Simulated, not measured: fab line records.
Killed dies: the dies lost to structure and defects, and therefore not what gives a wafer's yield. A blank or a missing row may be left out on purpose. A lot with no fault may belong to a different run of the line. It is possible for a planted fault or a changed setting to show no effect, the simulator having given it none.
Which of the tools did it?    flow gf180mcu    11 lots with 33 wafers sampled at 4 steps, on a route of 602 steps

WHAT THE GAUGES READ, wafer by wafer
GF_V4_RS_MEAS_24: a four-point-probe measurement.
lot   measured      on             V4_W_RS (ohm/sq)
L807  day 24 09:19  film_metro-02  0.326 0.325 0.327
L808  day 25 04:59  film_metro-02  0.325 0.322 0.321
L810  day 25 08:23  film_metro-02  0.324 0.324 0.328
L815  day 27 02:26  film_metro-02  0.324 0.324 0.323
L820  day 28 19:22  film_metro-02  0.356 0.355 0.357
L821  day 29 04:01  film_metro-04  0.354 0.353 0.353
L823  day 29 07:37  film_metro-04  0.328 0.329 0.330
L824  day 29 22:26  film_metro-01  0.325 0.329 0.326
L827  day 30 23:48  film_metro-04  0.327 0.326 0.328
L829  day 31 05:32  film_metro-01  0.328 0.327 0.330
L830  day 31 10:10  film_metro-01  0.328 0.328 0.323

WHAT TOOL EACH LOT RAN ON (gives the tool, then ch and the chambers of the sampled wafers, and finally the start)
lot   GF_V3_STRIP_18                        GF_M4_SPUTTER_03              GF_V4_CVD_23
L807  plasma_asher-03 ch 0,1, day 22 08:10  pvd_sputter-03, day 22 09:34  cvd_w-02 ch 0,1, day 24 09:11
L808  plasma_asher-02 ch 0,1, day 23 03:44  pvd_sputter-03, day 23 05:07  cvd_w-02 ch 0,1, day 25 04:52
L810  plasma_asher-03 ch 0,1, day 23 08:14  pvd_sputter-03, day 23 09:38  cvd_w-01 ch 0,1, day 25 08:14
L815  plasma_asher-02 ch 0,1, day 25 05:05  pvd_sputter-03, day 25 06:29  cvd_w-02 ch 0,1, day 27 02:19
L820  plasma_asher-02 ch 0,1, day 26 23:55  pvd_sputter-02, day 27 01:18  cvd_w-02 ch 0,1, day 28 19:14
L821  plasma_asher-01 ch 0,1, day 27 08:50  pvd_sputter-02, day 27 10:15  cvd_w-02 ch 0,1, day 29 03:54
L823  plasma_asher-03 ch 0,1, day 27 12:39  pvd_sputter-02, day 27 14:02  cvd_w-01 ch 0,1, day 29 07:31
L824  plasma_asher-02 ch 0,1, day 28 04:21  pvd_sputter-04, day 28 05:48  cvd_w-01 ch 0,1, day 29 22:19
L827  plasma_asher-01 ch 0,1, day 29 06:12  pvd_sputter-02, day 29 07:42  cvd_w-01 ch 1, day 30 23:41
L829  plasma_asher-03 ch 0,1, day 29 13:25  pvd_sputter-03, day 29 14:53  cvd_w-01 ch 1, day 31 05:26
L830  plasma_asher-01 ch 0,1, day 29 18:41  pvd_sputter-02, day 29 20:14  cvd_w-01 ch 0, day 31 10:02
- GF_V3_STRIP_18: strips in O2/N2.
- GF_M4_SPUTTER_03: material Ti, target thk 10 nm, time 6.7 s.
- GF_V4_CVD_23: deposits W, target thk 350 nm, time 104.9 s.

THE ANSWER, worked out from the rows above alone
Rule: what is usual is taken from the lots themselves. The widest of any qualifying gaps counts: lots, ordered by their means at a reading, are off when they make up no more than a third of the lots, leave a main group of 4 or more, and stand apart from it by 3 or more times the standard deviation of that group's means. The tables above print the reading to a certain number of digits; a main group whose means all agree to those digits is not used. A lot without any number at a reading at which 4 lots or more have one is off too. The other lots that the step has rows for count as sound.
Off: L820, L821, seen at GF_V4_RS_MEAS_24 (V4_W_RS). Main group: mean 0.326 ohm/sq, sd 0.0019.
If a tool, at a process step before that reading, ran all the lots that are off and no sound lot after the first of them, it fits. Those tools and the gauges at GF_V4_RS_MEAS_24 are tried in the same way. One candidate fits, namely cvd_w-02 at GF_V4_CVD_23. Its last sound lot is L815 (day 27 02:19), its first lot that is off L820 (day 28 19:14): a fault that began between those two fits.

WHAT THE SIMULATOR HAD PUT IN
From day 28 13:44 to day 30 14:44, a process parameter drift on cvd_w-02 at GF_V4_CVD_23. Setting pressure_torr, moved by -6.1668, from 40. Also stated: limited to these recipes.
Struck lots among those shown: L820, L821. The rule above found the same.
